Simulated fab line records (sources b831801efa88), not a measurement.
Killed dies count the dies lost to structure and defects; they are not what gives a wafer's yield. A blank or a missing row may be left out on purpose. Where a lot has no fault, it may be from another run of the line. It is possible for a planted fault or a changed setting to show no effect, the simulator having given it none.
Which tool did it? :: flow sfqLine :: 14 lots with 42 wafers sampled at 6 steps, on a route of 325 steps

== WHAT THE GAUGES READ, wafer by wafer ==
SFQ_I1_BOW_MEAS_912. Usual: I1_BOW gives 0 um (standard deviation 8.5).
lot: L684
measured: day 17 11:34
on: filmMetro-03
I1_BOW (um): 15 8 17
flag: 

lot: L685
measured: day 17 14:05
on: filmMetro-03
I1_BOW (um): -13 -7 10
flag: 

lot: L686
measured: day 17 18:53
on: filmMetro-03
I1_BOW (um): 5 3 -1
flag: 

lot: L688
measured: day 18 07:29
on: filmMetro-04
I1_BOW (um): 3 -2 3
flag: 

lot: L689
measured: day 18 17:48
on: filmMetro-04
I1_BOW (um): 4 -1 5
flag: 

lot: L690
measured: day 18 23:49
on: filmMetro-04
I1_BOW (um): 0 12 -11
flag: 

lot: L691
measured: day 19 16:37
on: filmMetro-04
I1_BOW (um): -11 9 -11
flag: 

lot: L694
measured: day 21 16:07
on: filmMetro-04
I1_BOW (um): -8 -7 -11
flag: 

lot: L695
measured: day 22 07:51
on: filmMetro-04
I1_BOW (um): -4 0 -1
flag: 

lot: L696
measured: day 23 03:46
on: filmMetro-04
I1_BOW (um): 5 14 16 - - -
flag: 

lot: L698
measured: day 23 19:23
on: filmMetro-03
I1_BOW (um): 9 1 10
flag: 

lot: L699
measured: day 23 21:13
on: filmMetro-01
I1_BOW (um): 2 5 6 - - -
flag: 

lot: L700
measured: day 23 23:35
on: filmMetro-03
I1_BOW (um): -5 -2 11
flag: 

lot: L707
measured: day 27 12:10
on: filmMetro-04
I1_BOW (um): -8 -6 -5
flag: 

SFQ_I3_BOW_MEAS_922. Usual: I3_BOW gives 2 um (standard deviation 9.7).
lot: L684
measured: day 38 03:10
on: filmMetro-01
I3_BOW (um): 27 20 29
flag: 

lot: L685
measured: day 38 06:09
on: filmMetro-01
I3_BOW (um): -23 -16 1
flag: 

lot: L686
measured: day 38 15:09
on: filmMetro-03
I3_BOW (um): -1 -2 -5
flag: 

lot: L688
measured: day 39 00:05
on: filmMetro-03
I3_BOW (um): 3 -2 2
flag: 

lot: L689
measured: day 39 18:09
on: filmMetro-01
I3_BOW (um): 9 4 8
flag: 

lot: L690
measured: day 39 22:07
on: filmMetro-04
I3_BOW (um): 2 14 -11
flag: 

lot: L691
measured: day 40 06:10
on: filmMetro-04
I3_BOW (um): -10 10 -8
flag: 

lot: L694
measured: day 42 04:07
on: filmMetro-01
I3_BOW (um): -6 -4 -9
flag: 

lot: L695
measured: day 42 06:09
on: filmMetro-03
I3_BOW (um): -10 -7 -7
flag: 

lot: L696
measured: day 42 15:10
on: filmMetro-03
I3_BOW (um): 12 22 22
flag: 

lot: L698
measured: day 43 02:01
on: filmMetro-01
I3_BOW (um): 6 -1 8
flag: 

lot: L699
measured: day 43 06:47
on: filmMetro-04
I3_BOW (um): 9 14 12
flag: 

lot: L700
measured: day 43 08:39
on: filmMetro-01
I3_BOW (um): -4 -1 11
flag: 

lot: L707
measured: day 45 20:12
on: filmMetro-01
I3_BOW (um): -6 -6 -3
flag: 

== WHICH TOOL RAN EACH LOT (tool, then ch and the chambers of the sampled wafers, then the start) ==
lot: L684
SFQ_TRILAYER_I1_CMP_CMP_046: cmp-01 ch 0,1,2, day 17 09:03
SFQ_TRILAYER_I1_METRO_MEASURE_047: filmMetro-03, day 17 11:52
SFQ_TRILAYER_I1_VIA_ETCH_VIA_ETCH_052: rieDiel-04 ch 1,2,3, day 23 18:22
SFQ_TRILAYER_I2_METRO_MEASURE_065: filmMetro-03, day 30 17:20

lot: L685
SFQ_TRILAYER_I1_CMP_CMP_046: cmp-02 ch 0,1,2, day 17 11:05
SFQ_TRILAYER_I1_METRO_MEASURE_047: filmMetro-03, day 17 14:13
SFQ_TRILAYER_I1_VIA_ETCH_VIA_ETCH_052: rieDiel-03 ch 1,2,3, day 24 00:22
SFQ_TRILAYER_I2_METRO_MEASURE_065: filmMetro-03, day 30 23:12

lot: L686
SFQ_TRILAYER_I1_CMP_CMP_046: cmp-02 ch 1,2,3, day 17 15:53
SFQ_TRILAYER_I1_METRO_MEASURE_047: filmMetro-03, day 17 19:01
SFQ_TRILAYER_I1_VIA_ETCH_VIA_ETCH_052: rieDiel-03 ch 0,1,3, day 24 09:58
SFQ_TRILAYER_I2_METRO_MEASURE_065: filmMetro-04, day 31 09:35

lot: L688
SFQ_TRILAYER_I1_CMP_CMP_046: cmp-01 ch 0,1, day 18 04:59
SFQ_TRILAYER_I1_METRO_MEASURE_047: filmMetro-04, day 18 07:37
SFQ_TRILAYER_I1_VIA_ETCH_VIA_ETCH_052: rieDiel-01 ch 0,2,3, day 24 23:10
SFQ_TRILAYER_I2_METRO_MEASURE_065: filmMetro-04, day 31 23:55

lot: L689
SFQ_TRILAYER_I1_CMP_CMP_046: cmp-02 ch 0,1,3, day 18 14:48
SFQ_TRILAYER_I1_METRO_MEASURE_047: filmMetro-04, day 18 17:55
SFQ_TRILAYER_I1_VIA_ETCH_VIA_ETCH_052: rieDiel-03 ch 0,2,3, day 25 14:46
SFQ_TRILAYER_I2_METRO_MEASURE_065: filmMetro-04, day 33 00:53

lot: L690
SFQ_TRILAYER_I1_CMP_CMP_046: cmp-01 ch 2,3, day 18 20:48
SFQ_TRILAYER_I1_METRO_MEASURE_047: filmMetro-04, day 19 00:07
SFQ_TRILAYER_I1_VIA_ETCH_VIA_ETCH_052: rieDiel-03 ch 1,3, day 25 21:58
SFQ_TRILAYER_I2_METRO_MEASURE_065: filmMetro-03, day 33 07:05

lot: L691
SFQ_TRILAYER_I1_CMP_CMP_046: cmp-01 ch 2,3, day 19 13:36
SFQ_TRILAYER_I1_METRO_MEASURE_047: filmMetro-04, day 19 16:55
SFQ_TRILAYER_I1_VIA_ETCH_VIA_ETCH_052: rieDiel-03 ch 0,1,2, day 26 14:46
SFQ_TRILAYER_I2_METRO_MEASURE_065: filmMetro-03, day 33 18:07

lot: L694
SFQ_TRILAYER_I1_CMP_CMP_046: cmp-01 ch 1,2, day 21 13:37
SFQ_TRILAYER_I1_METRO_MEASURE_047: filmMetro-04, day 21 16:14
SFQ_TRILAYER_I1_VIA_ETCH_VIA_ETCH_052: rieDiel-04 ch 0,3, day 28 09:13
SFQ_TRILAYER_I2_METRO_MEASURE_065: filmMetro-03, day 35 06:16

lot: L695
SFQ_TRILAYER_I1_CMP_CMP_046: cmp-01 ch 0,1,3, day 22 05:21
SFQ_TRILAYER_I1_METRO_MEASURE_047: filmMetro-04, day 22 07:58
SFQ_TRILAYER_I1_VIA_ETCH_VIA_ETCH_052: rieDiel-03 ch 1,2, day 29 04:32
SFQ_TRILAYER_I2_METRO_MEASURE_065: filmMetro-02, day 36 00:16

lot: L696
SFQ_TRILAYER_I1_CMP_CMP_046: cmp-01 ch 0,1,2, day 23 01:46
SFQ_TRILAYER_I1_METRO_MEASURE_047: filmMetro-04, day 23 08:13
SFQ_TRILAYER_I1_VIA_ETCH_VIA_ETCH_052: rieDiel-01 ch 1,2,3, day 29 22:40
SFQ_TRILAYER_I2_METRO_MEASURE_065: filmMetro-03, day 36 19:23

lot: L698
SFQ_TRILAYER_I1_CMP_CMP_046: cmp-02 ch 1,2, day 23 16:22
SFQ_TRILAYER_I1_METRO_MEASURE_047: filmMetro-03, day 23 19:41
SFQ_TRILAYER_I1_VIA_ETCH_VIA_ETCH_052: rieDiel-01 ch 1,3, day 30 13:05
SFQ_TRILAYER_I2_METRO_MEASURE_065: filmMetro-04, day 37 09:28

lot: L699
SFQ_TRILAYER_I1_CMP_CMP_046: cmp-01 ch 0,1,3, day 23 18:40
SFQ_TRILAYER_I1_METRO_MEASURE_047: filmMetro-01, day 24 00:49
SFQ_TRILAYER_I1_VIA_ETCH_VIA_ETCH_052: rieDiel-04 ch 1,2, day 30 16:40
SFQ_TRILAYER_I2_METRO_MEASURE_065: filmMetro-02, day 37 15:40

lot: L700
SFQ_TRILAYER_I1_CMP_CMP_046: cmp-02 ch 1,2,3, day 23 21:04
SFQ_TRILAYER_I1_METRO_MEASURE_047: filmMetro-03, day 23 23:53
SFQ_TRILAYER_I1_VIA_ETCH_VIA_ETCH_052: rieDiel-03 ch 1,2,3, day 30 17:52
SFQ_TRILAYER_I2_METRO_MEASURE_065: filmMetro-03, day 37 16:35

lot: L707
SFQ_TRILAYER_I1_CMP_CMP_046: cmp-02 ch 0,1, day 27 09:10
SFQ_TRILAYER_I1_METRO_MEASURE_047: filmMetro-04, day 27 12:17
SFQ_TRILAYER_I1_VIA_ETCH_VIA_ETCH_052: rieDiel-01 ch 0,1,2, day 33 22:50
SFQ_TRILAYER_I2_METRO_MEASURE_065: filmMetro-04, day 40 12:16
- SFQ_TRILAYER_I1_CMP_CMP_046: polishes SiO2.
- SFQ_TRILAYER_I1_METRO_MEASURE_047
- SFQ_TRILAYER_I1_VIA_ETCH_VIA_ETCH_052: etches SiO2 in CHF3, stops on Nb, target depth 260 nm.
- SFQ_TRILAYER_I2_METRO_MEASURE_065

== AS READ BY THE TOOLS THEMSELVES (means over the sampled wafers that have a number; for cases with no such wafer, the mark the record gives instead) ==
SFQ_TRILAYER_I1_CMP_CMP_046. Usual: headPressurePsi 3.000 psi, standard deviation 0.0072; motorCurrentA 10.4 A, standard deviation 1.2; timeToEndpointS 213 s, standard deviation 7.7.
lot: L684
tool: cmp-01
headPressurePsi (psi): 3.007
motorCurrentA (A): 10.8
timeToEndpointS (s): 210
flag: 

lot: L685
tool: cmp-02
headPressurePsi (psi): 3.002
motorCurrentA (A): 9.0
timeToEndpointS (s): 213
flag: 

lot: L686
tool: cmp-02
headPressurePsi (psi): 2.997
motorCurrentA (A): 9.8
timeToEndpointS (s): 207
flag: 

lot: L688
tool: cmp-01
headPressurePsi (psi): 3.001
motorCurrentA (A): 10.7
timeToEndpointS (s): 212
flag: 

lot: L689
tool: cmp-02
headPressurePsi (psi): 2.995
motorCurrentA (A): 10.1
timeToEndpointS (s): 214
flag: 

lot: L690
tool: cmp-01
headPressurePsi (psi): 3.003
motorCurrentA (A): 11.5
timeToEndpointS (s): 219
flag: 

lot: L691
tool: cmp-01
headPressurePsi (psi): 2.997
motorCurrentA (A): 11.3
timeToEndpointS (s): 217
flag: 

lot: L694
tool: cmp-01
headPressurePsi (psi): 3.001
motorCurrentA (A): 10.6
timeToEndpointS (s): 204
flag: 

lot: L695
tool: cmp-01
headPressurePsi (psi): 3.001
motorCurrentA (A): 11.0
timeToEndpointS (s): 218
flag: 

lot: L696
tool: cmp-01
headPressurePsi (psi): 3.009
motorCurrentA (A): 10.8
timeToEndpointS (s): 220
flag: 

lot: L698
tool: cmp-02
headPressurePsi (psi): 3.001
motorCurrentA (A): 8.8
timeToEndpointS (s): 210
flag: 

lot: L699
tool: cmp-01
headPressurePsi (psi): 2.995
motorCurrentA (A): 10.9
timeToEndpointS (s): 226
flag: 

lot: L700
tool: cmp-02
headPressurePsi (psi): 3.005
motorCurrentA (A): 9.5
timeToEndpointS (s): 217
flag: 

lot: L707
tool: cmp-02
headPressurePsi (psi): 2.999
motorCurrentA (A): 9.6
timeToEndpointS (s): 216
flag: 

SFQ_TRILAYER_I1_METRO_MEASURE_047. Usual: 199.2 nm for thkNm, sd 1.1.
lot: L684
tool: filmMetro-03
thkNm (nm): 198.5
flag: 

lot: L685
tool: filmMetro-03
thkNm (nm): 199.2
flag: 

lot: L686
tool: filmMetro-03
thkNm (nm): 198.3
flag: 

lot: L688
tool: filmMetro-04
thkNm (nm): 199.0
flag: 

lot: L689
tool: filmMetro-04
thkNm (nm): 198.4
flag: 

lot: L690
tool: filmMetro-04
thkNm (nm): 199.9
flag: 

lot: L691
tool: filmMetro-04
thkNm (nm): 200.3
flag: 

lot: L694
tool: filmMetro-04
thkNm (nm): 198.5
flag: 

lot: L695
tool: filmMetro-04
thkNm (nm): 198.7
flag: 

lot: L696
tool: filmMetro-04
thkNm (nm): 181.3
flag: OFF

lot: L698
tool: filmMetro-03
thkNm (nm): 198.8
flag: 

lot: L699
tool: filmMetro-01
thkNm (nm): 182.1
flag: OFF

lot: L700
tool: filmMetro-03
thkNm (nm): 199.3
flag: 

lot: L707
tool: filmMetro-04
thkNm (nm): 199.5
flag: 

SFQ_TRILAYER_I1_VIA_ETCH_VIA_ETCH_052. Usual: drypumpMotorCurrentA 5.9 A, standard deviation 0.32; oesProductAu 0.853 a.u., standard deviation 0.0052; rfFwdPowerW 498.3 W, standard deviation 1.6.
lot: L684
tool: rieDiel-04
drypumpMotorCurrentA (A): 5.8
oesProductAu (a.u.): 0.853
rfFwdPowerW (W): 497.8
flag: 

lot: L685
tool: rieDiel-03
drypumpMotorCurrentA (A): 5.7
oesProductAu (a.u.): 0.858
rfFwdPowerW (W): 498.8
flag: 

lot: L686
tool: rieDiel-03
drypumpMotorCurrentA (A): 6.1
oesProductAu (a.u.): 0.849
rfFwdPowerW (W): 497.8
flag: 

lot: L688
tool: rieDiel-01
drypumpMotorCurrentA (A): 6.1
oesProductAu (a.u.): 0.849
rfFwdPowerW (W): 498.7
flag: 

lot: L689
tool: rieDiel-03
drypumpMotorCurrentA (A): 5.9
oesProductAu (a.u.): 0.850
rfFwdPowerW (W): 497.7
flag: 

lot: L690
tool: rieDiel-03
drypumpMotorCurrentA (A): 5.9
oesProductAu (a.u.): 0.850
rfFwdPowerW (W): 497.4
flag: 

lot: L691
tool: rieDiel-03
drypumpMotorCurrentA (A): 6.0
oesProductAu (a.u.): 0.854
rfFwdPowerW (W): 497.9
flag: 

lot: L694
tool: rieDiel-04
drypumpMotorCurrentA (A): 5.8
oesProductAu (a.u.): 0.853
rfFwdPowerW (W): 497.8
flag: 

lot: L695
tool: rieDiel-03
drypumpMotorCurrentA (A): 5.6
oesProductAu (a.u.): 0.854
rfFwdPowerW (W): 499.8
flag: 

lot: L696
tool: rieDiel-01
drypumpMotorCurrentA (A): 6.0
oesProductAu (a.u.): 0.813
rfFwdPowerW (W): 499.4
flag: OFF

lot: L698
tool: rieDiel-01
drypumpMotorCurrentA (A): 6.1
oesProductAu (a.u.): 0.856
rfFwdPowerW (W): 498.2
flag: 

lot: L699
tool: rieDiel-04
drypumpMotorCurrentA (A): 6.0
oesProductAu (a.u.): 0.809
rfFwdPowerW (W): 498.6
flag: OFF

lot: L700
tool: rieDiel-03
drypumpMotorCurrentA (A): 5.7
oesProductAu (a.u.): 0.852
rfFwdPowerW (W): 499.8
flag: 

lot: L707
tool: rieDiel-01
drypumpMotorCurrentA (A): 6.1
oesProductAu (a.u.): 0.850
rfFwdPowerW (W): 498.3
flag: 

SFQ_TRILAYER_I2_METRO_MEASURE_065. Usual: 199.2 nm for thkNm, sd 1.2.
lot: L684
tool: filmMetro-03
thkNm (nm): 199.6
flag: 

lot: L685
tool: filmMetro-03
thkNm (nm): 199.3
flag: 

lot: L686
tool: filmMetro-04
thkNm (nm): 198.4
flag: 

lot: L688
tool: filmMetro-04
thkNm (nm): 200.4
flag: 

lot: L689
tool: filmMetro-04
thkNm (nm): 197.7
flag: 

lot: L690
tool: filmMetro-03
thkNm (nm): 199.0
flag: 

lot: L691
tool: filmMetro-03
thkNm (nm): 198.7
flag: 

lot: L694
tool: filmMetro-03
thkNm (nm): 199.9
flag: 

lot: L695
tool: filmMetro-02
thkNm (nm): 200.5
flag: 

lot: L696
tool: filmMetro-03
thkNm (nm): 199.5
flag: 

lot: L698
tool: filmMetro-04
thkNm (nm): 200.3
flag: 

lot: L699
tool: filmMetro-02
thkNm (nm): 199.9
flag: 

lot: L700
tool: filmMetro-03
thkNm (nm): 199.2
flag: 

lot: L707
tool: filmMetro-04
thkNm (nm): 198.6
flag: 

== THE ANSWER, worked out from the rows above alone ==
Rule: take the mean of a lot's wafers that have a number; if it is more than 3 standard deviations from the usual mean, the lot is off. A lot without any number at a reading at which 4 lots or more have one is off too. The other lots that the step has rows for count as sound. First the gauges in route order, then the tools' own readings, where a lot's mean is used as printed above. At the first step where some lot is off, the reading lying furthest off is the one used; lots without a number count as furthest.
Off: L696, L699, at SFQ_TRILAYER_I1_METRO_MEASURE_047 (thkNm).
If a tool, at that step or one of the process steps before it, ran each lot that is off and ran no sound lot following the first of them, it fits. One fits: cmp-01 at SFQ_TRILAYER_I1_CMP_CMP_046. A fault onset in the window from L695 (day 22 05:21, its last sound lot) to L696 (day 23 01:46, its first lot off) fits.

== WHAT THE SIMULATOR PUT IN ==
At SFQ_TRILAYER_I1_CMP_CMP_046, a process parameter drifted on cmp-01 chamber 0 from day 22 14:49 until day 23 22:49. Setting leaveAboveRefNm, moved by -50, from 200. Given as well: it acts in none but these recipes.
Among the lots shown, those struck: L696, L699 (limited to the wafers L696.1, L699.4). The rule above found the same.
